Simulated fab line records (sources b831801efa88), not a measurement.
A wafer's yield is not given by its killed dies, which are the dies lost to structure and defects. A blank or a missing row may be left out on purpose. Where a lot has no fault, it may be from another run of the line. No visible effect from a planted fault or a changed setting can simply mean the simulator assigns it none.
fab line records	flow sfq_line
record lots=15	wafers=45	last_day=92
route steps=325 shown M2@99 I3@143 M4@149
lots untouched by any fault: they come from a run of this same line in which no faults occurred
start_h: hours from the record's first day to the start of the lot's first wafer shown	wait_h: hours elapsed since this lot's preceding step	" as in the row above	L1.1+2: a row that stands for several wafers	- no value, or no start was given	* or withheld: withheld	< > ~ a bound
route shown NAME@n: a module of which the file shows steps, and the number in the route of the first	usual: average and standard deviation across the fault-free wafers	same: alike in all rows	chamber/n: place in a boat	sites: readings site by site	_std_site: the standard deviation of these	_edge_site: inner sites' mean taken away from outer sites' mean	radius_mm: for every site, how far away it sits from the centre of the wafer	mask NAME#n: copy n	behind: the most recent tool/chamber to have shaped the wafer	hold: reason for holding the lot/hours on hold/outcome of the hold	device: the transistor (n, p or np) that didn't switch	end of line: at the end of the route, the tests of the same wafers	step lacking rows: just its recipe	killed: the dies lost at the first sort to structure and to defects; this is not the yield of the wafer	map: a wafer's dies, marking killed ones x, the rest . and places with no die _
set.NAME: the run value of the setting; set.NAME@STEP: its run value at that earlier step	model.NAME: the simulator's own value behind a step, which no gauge read
one table for each step of the route and one row for each wafer, over a sample of lots
services: a tool's chamber out of use, with start hour (start_h, from the record's first day; less than 0 if before it), hours out, and reason
## steps
# step SFQ_TRILAYER_M2_BARC_OPEN_METAL_ETCH_077
# recipe mask_material=PR	chemistry=O2	target_depth_nm=125	target=BARC	icp_w=600	bias_w=80	pressure_mtorr=10	time_s=41.7
# usual drypump_motor_current_A=5.38/0.26	oes_product_au=0.685/0.0042
lot.wafer	tool	chamber	start_h	wait_h	drypump_motor_current_A	oes_product_au	rf_hours_counter_h
L838.3	rie_metal-04	1	386.07	0.0	5.30	0.683	-
L838.4	"	0	"	"	5.06	0.697	-
L838.6	"	0	"	"	5.05	0.679	-
L839.2	rie_metal-04	1	461.73	0.0	5.29	0.693	14
L839.3	"	0	"	"	5.10	0.688	-
L839.4	"	1	"	"	5.31	0.693	-
L840.1	rie_metal-04	0	476.13	0.0	5.07	0.679	64
L840.3	"	1	"	"	5.30	0.690	-
L840.4	"	0	"	"	5.09	0.685	-
L842.2	rie_metal-01	0	639.92	0.0	5.79	0.695	106
L842.3	"	1	"	"	5.38	0.682	-
L842.4	"	0	"	"	5.87	0.685	-
L843.4	rie_metal-04	1	659.65	0.0	5.29	0.688	-
L843.5	"	0	"	"	5.06	0.689	-
L843.6	"	1	"	"	5.33	0.681	-
L845.3	rie_metal-01	0	690.85	0.0	5.85	0.682	-
L845.5	"	1	"	"	5.37	0.686	-
L845.6	"	0	"	"	5.85	0.683	-
L846.1	rie_metal-01	0	708.83	0.0	5.81	0.682	116
L846.2	"	1	"	"	5.38	0.683	143
L846.3	"	0	"	"	5.82	0.689	-
L847.3	rie_metal-01	0	716.05	0.0	5.85	0.681	-
L847.4	"	1	"	"	5.37	0.682	-
L847.5	"	0	"	"	5.85	0.692	-
L848.2	rie_metal-04	0	717.23	0.0	5.06	0.693	100
L848.3	"	1	"	"	5.27	0.682	-
L848.5	"	1	"	"	5.30	0.690	-
L853.1	rie_metal-03	1	774.82	0.0	5.53	0.682	45
L853.4	"	0	"	"	5.25	0.686	-
L853.6	"	1	"	"	5.52	0.689	-
L854.2	rie_metal-04	1	776.02	0.0	5.29	0.684	59
L854.5	"	0	"	"	5.04	0.685	-
L854.6	"	1	"	"	5.26	0.682	-
L855.3	rie_metal-01	1	779.64	0.0	5.39	0.680	-
L855.4	"	0	"	"	5.75	0.683	-
L855.6	"	1	"	"	5.40	0.688	-
L856.1	rie_metal-01	1	782.41	0.0	5.38	0.683	4
L856.5	"	1	"	"	5.38	0.679	-
L856.6	"	0	"	"	5.81	0.680	-
L857.2	rie_metal-03	0	786.01	0.0	5.22	0.689	55
L857.3	"	1	"	"	5.52	0.687	-
L857.5	"	0	"	"	5.25	0.686	-
L860.1	rie_metal-03	1	800.21	0.0	5.53	0.681	50
L860.2	"	0	"	"	5.25	0.683	58
L860.6	"	0	"	"	5.26	0.681	-
# step SFQ_I3_OVL_MEAS_923
# usual I3_OVL=-3/5.4
lot.wafer	tool	chamber	start_h	wait_h	I3_OVL[nm]
L838.3	overlay-01	-	855.32	0.1	-9
L838.4	"	-	"	"	-3
L838.6	"	-	"	"	-12
L839.2	overlay-01	-	894.31	0.1	2
L839.3	"	-	"	"	-11
L839.4	"	-	"	"	-1
L840.1	overlay-02	-	897.85	0.1	-6
L840.3	"	-	"	"	-11
L840.4	"	-	"	"	2
L842.2	overlay-02	-	904.61	0.1	0
L842.3	"	-	"	"	-7
L842.4	"	-	"	"	-2
L843.4	overlay-01	-	988.13	0.1	-10
L843.5	"	-	"	"	-10
L843.6	"	-	"	"	-7
L845.3	overlay-01	-	1026.65	0.1	-2
L845.5	"	-	"	"	-7
L845.6	"	-	"	"	-2
L846.1	overlay-02	-	1051.96	0.1	-5
L846.2	"	-	"	"	1
L846.3	"	-	"	"	-7
L847.3	overlay-01	-	1054.37	0.1	-14
L847.4	"	-	"	"	-7
L847.5	"	-	"	"	-12
L848.2	overlay-02	-	1057.97	0.1	-6
L848.3	"	-	"	"	4
L848.5	"	-	"	"	2
L853.1	overlay-01	-	1108.86	0.1	1
L853.4	"	-	"	"	2
L853.6	"	-	"	"	-1
L854.2	overlay-02	-	1110.07	0.1	8
L854.5	"	-	"	"	3
L854.6	"	-	"	"	7
L855.3	overlay-02	-	1114.87	0.1	7
L855.4	"	-	"	"	1
L855.6	"	-	"	"	4
L856.1	overlay-01	-	1118.46	0.1	6
L856.5	"	-	"	"	0
L856.6	"	-	"	"	1
L857.2	overlay-01	-	1122.07	0.1	3
L857.3	"	-	"	"	5
L857.5	"	-	"	"	7
L860.1	overlay-01	-	1153.26	0.1	-14
L860.2	"	-	"	"	-5
L860.6	"	-	"	"	-4
# step SFQ_TRILAYER_I3_VIA_STRIP_STRIP_089
# recipe gas=O2	power_w=200	platen_temp_c=40	overash_fraction=0.65	chemistry=O2	pressure_mtorr=50
# usual drypump_motor_current_A=5.23/0.28	oes_product_au=1.000/0.012
lot.wafer	tool	chamber	start_h	wait_h	drypump_motor_current_A	oes_product_au	rf_hours_counter_h
L838.3	rie_metal-04	0	855.70	-	5.04	1.006	-
L838.4	"	1	"	"	5.31	0.991	-
L838.6	"	1	"	"	5.31	0.986	-
L839.2	rie_metal-03	0	894.50	-	5.23	0.996	73
L839.3	"	0	"	"	5.23	0.989	-
L839.4	"	1	"	"	5.52	1.005	-
L840.1	rie_metal-04	0	898.04	-	5.05	1.007	130
L840.3	"	1	"	"	5.34	0.994	-
L840.4	"	0	"	"	5.06	1.018	-
L842.2	rie_metal-04	1	904.79	-	5.31	0.991	79
L842.3	"	0	"	"	5.05	1.003	-
L842.4	"	1	"	"	5.28	0.994	-
L843.4	rie_metal-04	0	988.50	-	5.06	1.010	-
L843.5	"	1	"	"	5.31	0.988	-
L843.6	"	0	"	"	5.07	1.001	-
L845.3	rie_metal-03	1	1027.03	-	5.52	1.023	-
L845.5	"	1	"	"	5.51	1.010	-
L845.6	"	0	"	"	5.25	1.003	-
L846.1	rie_metal-02	1	1052.15	-	4.71	1.025	105
L846.2	"	0	"	"	5.65	0.987	100
L846.3	"	1	"	"	4.71	1.014	-
L847.3	rie_metal-03	1	1054.75	-	5.50	1.024	-
L847.4	"	0	"	"	5.26	0.989	-
L847.5	"	0	"	"	5.24	0.984	-
L848.2	rie_metal-02	0	1058.15	-	5.66	0.987	101
L848.3	"	0	"	"	5.67	0.980	-
L848.5	"	1	"	"	4.73	1.015	-
L853.1	rie_metal-02	1	1109.05	-	4.69	1.009	113
L853.4	"	1	"	"	4.68	1.011	-
L853.6	"	1	"	"	4.69	1.032	-
L854.2	rie_metal-03	0	1110.25	-	5.24	0.990	100
L854.5	"	1	"	"	5.51	1.030	-
L854.6	"	0	"	"	5.28	0.986	-
L855.3	rie_metal-04	0	1115.25	-	5.05	1.000	-
L855.4	"	1	"	"	5.30	0.982	-
L855.6	"	1	"	"	5.28	0.981	-
L856.1	rie_metal-03	1	1118.65	-	5.52	1.021	94
L856.5	"	1	"	"	5.53	1.022	-
L856.6	"	0	"	"	5.24	0.992	-
L857.2	rie_metal-02	0	1122.25	-	5.67	0.987	109
L857.3	"	0	"	"	5.66	0.994	-
L857.5	"	1	"	"	4.67	1.008	-
L860.1	rie_metal-04	0	1153.45	-	5.07	1.005	13
L860.2	"	1	"	"	5.30	0.998	114
L860.6	"	1	"	"	5.29	1.003	-
# step SFQ_TRILAYER_M4_DEP_SPUTTER_091
# recipe material=Nb	base_pressure_pa=1.33e-06	chamber_pressure_pa=0.1333	substrate_temp_c=20	resputter_cathode_voltage_v=400	target_thk_nm=200	power_w=2000	time_s=133.3
# usual resputter_cathode_voltage_v=400/4.3	substrate_temp_c=19.97/0.1	throttle_valve_pct=30.1/0.85
lot.wafer	tool	chamber	start_h	wait_h	resputter_cathode_voltage_v	substrate_temp_c	throttle_valve_pct
L838.3	pvd_sputter-05	-	856.30	0.0	399	19.95	29.9
L838.4	"	-	"	"	396	20.05	29.1
L838.6	"	-	"	"	407	19.91	29.5
L839.2	pvd_sputter-04	-	895.30	0.0	404	19.91	32.0
L839.3	"	-	"	"	401	20.11	30.2
L839.4	"	-	"	"	399	20.03	29.3
L840.1	pvd_sputter-03	-	898.84	0.0	400	20.00	29.3
L840.3	"	-	"	"	400	20.09	30.3
L840.4	"	-	"	"	406	19.98	30.7
L842.2	pvd_sputter-05	-	905.59	0.0	406	20.16	29.1
L842.3	"	-	"	"	400	19.77	29.4
L842.4	"	-	"	"	404	19.91	29.8
L843.4	pvd_sputter-05	-	989.10	0.0	398	20.12	29.4
L843.5	"	-	"	"	401	19.91	29.2
L843.6	"	-	"	"	406	19.87	29.6
L845.3	pvd_sputter-03	-	1027.63	0.0	401	19.90	30.0
L845.5	"	-	"	"	397	19.76	29.6
L845.6	"	-	"	"	399	19.95	30.5
L846.1	pvd_sputter-05	-	1052.97	0.0	401	20.12	29.5
L846.2	"	-	"	"	392	19.83	29.1
L846.3	"	-	"	"	399	19.94	29.5
L847.3	pvd_sputter-03	-	1055.35	0.0	404	19.85	29.2
L847.4	"	-	"	"	397	20.04	30.9
L847.5	"	-	"	"	405	19.86	29.2
L848.2	pvd_sputter-05	-	1058.95	0.0	402	20.12	29.1
L848.3	"	-	"	"	398	19.97	29.2
L848.5	"	-	"	"	398	20.12	29.6
L853.1	pvd_sputter-05	-	1109.85	0.0	399	19.95	29.6
L853.4	"	-	"	"	405	20.13	29.2
L853.6	"	-	"	"	396	20.11	29.6
L854.2	pvd_sputter-04	-	1111.05	0.0	395	19.89	29.4
L854.5	"	-	"	"	399	19.91	29.8
L854.6	"	-	"	"	408	20.05	30.4
L855.3	pvd_sputter-03	-	1115.85	0.0	399	19.92	30.8
L855.4	"	-	"	"	386	20.00	31.6
L855.6	"	-	"	"	397	20.04	30.2
L856.1	pvd_sputter-04	-	1119.45	0.0	396	20.03	30.3
L856.5	"	-	"	"	399	19.91	31.7
L856.6	"	-	"	"	405	19.92	29.5
L857.2	pvd_sputter-03	-	1123.05	0.0	403	20.02	31.2
L857.3	"	-	"	"	403	19.86	30.9
L857.5	"	-	"	"	402	20.12	31.5
L860.1	pvd_sputter-04	-	1154.27	0.0	401	20.06	29.6
L860.2	"	-	"	"	402	19.82	31.6
L860.6	"	-	"	"	400	20.11	29.5
# step SFQ_M4_RS_MEAS_924
# recipe thk_meas_gauge=four-point-probe	reads=Nb_of_TRILAYER_M4_DEP_SPUTTER_091
# usual M4_NB_RS=0.891/0.011
lot.wafer	tool	chamber	start_h	wait_h	M4_NB_RS[ohm/sq]
L838.3	film_metro-01	-	856.43	0.1	0.887
L838.4	"	-	"	"	0.885
L838.6	"	-	"	"	0.885
L839.2	film_metro-02	-	895.41	0.1	0.896
L839.3	"	-	"	"	0.911
L839.4	"	-	"	"	0.910
L840.1	film_metro-02	-	898.93	0.0	0.901
L840.3	"	-	"	"	0.902
L840.4	"	-	"	"	0.883
L842.2	film_metro-04	-	905.70	0.1	0.880
L842.3	"	-	"	"	0.879
L842.4	"	-	"	"	0.887
L843.4	film_metro-02	-	989.26	0.1	0.879
L843.5	"	-	"	"	0.881
L843.6	"	-	"	"	0.881
L845.3	film_metro-04	-	1027.76	0.1	0.901
L845.5	"	-	"	"	0.895
L845.6	"	-	"	"	0.903
L846.1	film_metro-01	-	1053.06	0.0	1.094
L846.2	"	-	"	"	1.075
L846.3	"	-	"	"	1.071
L847.3	film_metro-02	-	1055.49	0.1	0.905
L847.4	"	-	"	"	0.893
L847.5	"	-	"	"	0.895
L848.2	film_metro-02	-	1059.07	0.1	1.074
L848.3	"	-	"	"	1.072
L848.5	"	-	"	"	1.071
L853.1	film_metro-02	-	1109.95	0.0	1.092
L853.4	"	-	"	"	1.092
L853.6	"	-	"	"	1.108
L854.2	film_metro-01	-	1111.17	0.1	0.887
L854.5	"	-	"	"	0.885
L854.6	"	-	"	"	0.892
L855.3	film_metro-04	-	1115.99	0.1	0.899
L855.4	"	-	"	"	0.902
L855.6	"	-	"	"	0.904
L856.1	film_metro-02	-	1119.55	0.0	0.894
L856.5	"	-	"	"	0.893
L856.6	"	-	"	"	0.891
L857.2	film_metro-02	-	1123.17	0.1	0.901
L857.3	"	-	"	"	0.869
L857.5	"	-	"	"	0.890
L860.1	film_metro-02	-	1154.36	0.0	0.883
L860.2	"	-	"	"	0.892
L860.6	"	-	"	"	0.890
# step SFQ_TRILAYER_M4_ETCH_METAL_ETCH_096
# recipe target=Nb	stop_on=SiO2	mask_material=PR	chemistry=Cl2/Ar	target_depth_nm=240	icp_w=600	bias_w=80	pressure_mtorr=10	time_s=120
# usual drypump_motor_current_A=5.42/0.23	oes_product_au=0.892/0.0077
lot.wafer	tool	chamber	start_h	wait_h	drypump_motor_current_A	oes_product_au	rf_hours_counter_h
L838.3	rie_metal-03	1	990.65	0.1	5.52	0.890	-
L838.4	"	0	"	"	5.24	0.893	-
L838.6	"	1	"	"	5.51	0.899	-
L839.2	rie_metal-04	1	1032.96	0.1	5.34	0.893	-
L839.3	"	1	"	"	5.32	0.880	-
L839.4	"	1	"	"	5.32	0.883	-
L840.1	rie_metal-04	1	1037.72	0.1	5.31	0.883	97
L840.3	"	1	"	"	5.30	0.892	-
L840.4	"	1	"	"	5.31	0.897	-
L842.2	rie_metal-03	0	1043.66	0.0	5.25	0.897	92
L842.3	"	0	"	"	5.25	0.900	-
L842.4	"	1	"	"	5.50	0.903	-
L843.4	rie_metal-01	1	1048.05	0.1	5.39	0.894	-
L843.5	"	1	"	"	5.40	0.896	-
L843.6	"	0	"	"	5.85	0.901	-
L845.3	rie_metal-03	0	1051.20	0.1	5.23	0.881	-
L845.5	"	1	"	"	5.50	0.890	-
L845.6	"	0	"	"	5.23	0.881	-
L846.1	rie_metal-01	1	1055.59	0.0	5.39	0.816	47
L846.2	"	0	"	"	5.82	0.823	25
L846.3	"	1	"	"	5.38	0.828	-
L847.3	rie_metal-03	1	1058.01	0.1	5.51	0.885	-
L847.4	"	0	"	"	5.26	0.895	-
L847.5	"	1	"	"	5.51	0.896	-
L848.2	rie_metal-01	0	1061.57	0.0	5.84	0.821	26
L848.3	"	1	"	"	5.37	0.827	-
L848.5	"	1	"	"	5.37	0.825	-
L853.1	rie_metal-04	0	1112.47	0.0	5.07	0.817	6
L853.4	"	0	"	"	5.06	0.816	-
L853.6	"	0	"	"	5.05	0.813	-
L854.2	rie_metal-01	0	1113.67	0.0	5.84	0.891	33
L854.5	"	1	"	"	5.38	0.898	-
L854.6	"	0	"	"	5.88	0.894	-
L855.3	rie_metal-04	1	1118.90	0.1	5.27	0.885	-
L855.4	"	0	"	"	5.06	0.883	-
L855.6	"	1	"	"	5.28	0.886	-
L856.1	rie_metal-04	0	1122.07	0.0	5.07	0.897	8
L856.5	"	1	"	"	5.31	0.889	-
L856.6	"	0	"	"	5.06	0.890	-
L857.2	rie_metal-01	0	1125.67	0.0	5.86	0.878	35
L857.3	"	0	"	"	5.84	0.903	-
L857.5	"	1	"	"	5.37	0.884	-
L860.1	rie_metal-03	0	1158.25	0.0	5.23	0.898	108
L860.2	"	1	"	"	5.53	0.892	101
L860.6	"	1	"	"	5.49	0.904	-
## services
tool	chamber	start_h	hours	kind
rie_metal-03	-	410.89	2.8	pm
rie_metal-03	-	436.87	1.8	repair
rie_metal-04	-	445.66	0.7	repair
rie_metal-04	-	464.35	1.4	pm
rie_metal-04	-	514.39	0.5	repair
rie_metal-03	0	540.81	156.4	repair
rie_metal-03	-	588.10	14.6	pm
rie_metal-03	-	618.14	17.3	repair
rie_metal-03	1	637.90	2.3	repair
rie_metal-01	-	650.00	2.8	pm
rie_metal-03	-	672.02	1.2	repair
rie_metal-03	-	709.81	5.5	repair
rie_metal-03	-	734.99	0.1	repair
rie_metal-04	1	735.32	6.8	repair
rie_metal-03	-	838.47	2.6	repair
rie_metal-03	-	845.22	1.0	repair
rie_metal-03	-	869.41	1.4	pm
rie_metal-04	0	943.20	3.1	repair
rie_metal-04	0	961.39	12.6	repair
rie_metal-03	-	975.87	0.6	repair
rie_metal-04	-	1049.93	2.8	pm
rie_metal-03	-	1061.18	10.0	pm
rie_metal-01	-	1070.39	0.4	repair
rie_metal-03	1	1113.11	1.7	repair
## key
first_sign step=SFQ_M4_RS_MEAS_924	reading=M4_NB_RS	direction=up	sigmas=17	usual=0.891	struck=1.083
effect step=SFQ_TRILAYER_M4_ETCH_METAL_ETCH_096	reading=oes_product_au	direction=down	sigmas=9.3	usual=0.892	struck=0.821
met_at SFQ_TRILAYER_M4_DEP_SPUTTER_091
struck_lots L846,L848,L853
not_acting_at SFQ_TRILAYER_M2_BARC_OPEN_METAL_ETCH_077,SFQ_I3_OVL_MEAS_923,SFQ_TRILAYER_I3_VIA_STRIP_STRIP_089
onset_between 989.10 1052.97
fault kind=site_profile_drift	tool=pvd_sputter-05	chamber=-	onset_h=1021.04	steps=SFQ_TRILAYER_M4_DEP_SPUTTER_091	basis=fraction	max_abs_drift=0.34182	slope_share_per_hr=75.961	site_pattern=0,0,0,0,0,-1,-1,-1,-1
